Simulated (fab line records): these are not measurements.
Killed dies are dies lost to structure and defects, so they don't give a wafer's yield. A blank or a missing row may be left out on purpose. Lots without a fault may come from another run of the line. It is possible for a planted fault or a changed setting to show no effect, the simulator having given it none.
Code-filled problem report in 8D (eight disciplines) form :: flow sky130 :: the parts of the form that need people (team, actions taken, sign-off) are left out

## 1. THE ISSUE
Wafers free of any fault read 1838 (standard deviation 12) for NWELL_TW at SKY_NWELL_TW_MEAS_15, against a mean of 2106 on 6 wafers of 2 lots. That is +22 standard deviations from the usual mean.
First seen on wafer L843.4, day 8 20:50, on film metro-02. At this step, 33 wafers from 11 lots have a number in the record. Rule for "out", or "out of limits": more than 4 standard deviations from the usual mean. All remaining wafers that have a number are taken as sound.

## 2. WHAT IT IS; WHAT IT IS NOT
question: which readings at this step
is: NWELL_TW
is not: -

question: which lots
is: L843, L846
is not: L829, L830, L831, L832, L834, L836, L840, L841, L848

question: which wafers of those lots
is: all that have a number
is not: -

question: read on which gauges
is: film metro-01, film metro-02
is not: film metro-04

question: when
is: from day 8 20:50
is not: up to then (24 sound wafers); but 3 sound wafers of L848 came after

## 3. THE SUSPECTS, EACH WITH WHAT RULES IT OUT
Counting: a tool at a process step up to the reading stays a suspect if it ran every lot that is out and no sound lot after the first of them.
- ruled out: the gauge at SKY_NWELL_TW_MEAS_15. The wafers that are out were read on 2 gauges (film metro-01, film metro-02).
- implanter-01 at SKY_NWELL_IMPLANT_11: kept. All lots that are out passed through it, beginning with L843 at day 8 20:20, and no sound lot followed; its final sound lot before that point was L832 at day 6 03:04. Out on those wafers are its own readings of dose ions cm2, faraday current uA.
Left after counting: implanter-01 at SKY_NWELL_IMPLANT_11.

## 4. THE CAUSE (what the simulator had put in)
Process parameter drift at SKY_NWELL_IMPLANT_11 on implanter-01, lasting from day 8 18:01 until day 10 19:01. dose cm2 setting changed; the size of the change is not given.
After counting, this tool was the only one left.

## 5. THE EFFECT CHAIN, in route order
Each row: a reading whose mean over the struck wafers that have a number lies more than 3 standard deviations from the usual. Only readings whose record carries a usual standard deviation are examined. hours: median over the lots of the time between each lot's start at the first step of this table that gives one and its start at this step. sigmas: the change, counted in usual standard deviations.
hours: 0
step: SKY_NWELL_IMPLANT_11
reading: dose ions cm2
usual: 1.9001e+13
on struck wafers: 2.8497e+13
change: +9.4963e+12
sigmas: +99 or more

hours: 0
step: SKY_NWELL_IMPLANT_11
reading: faraday current uA
usual: 107.4
on struck wafers: 156.1
change: +48.7
sigmas: +19

hours: 1
step: SKY_NWELL_TW_MEAS_15
reading: NWELL_TW
usual: 1838
on struck wafers: 2106
change: +268
sigmas: +22

hours: 23
step: SKY_NWELL_RS_MEAS_29
reading: NWELL_RS
usual: 625.3 ohm/sq
on struck wafers: 501.6
change: -123.7
sigmas: -73
Process steps it contains:
- SKY_NWELL_IMPLANT_11
Later steps that measure or inspect, where all struck wafers having a row at the step show a number for every such reading and not one has moved that far: SKY_SD_N_OVL_MEAS_08, SKY_LI_CONTACT_BOW_MEAS_03.

## 6. WHAT WOULD HAVE CAUGHT IT SOONER
In this record the first reading out of limits at a measuring or inspecting step was taken at day 8 20:50, 3 hours after the fault began at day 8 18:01.
Tool's own readings at SKY_NWELL_IMPLANT_11, dose ions cm2, faraday current uA: out on all struck wafers the step has rows for; an alarm limit on them would have tripped on the first.
Lots out: 2; of these, L846 started SKY_NWELL_IMPLANT_11 on implanter-01 after day 8 20:50. A hold on the tool at that time would have spared it.
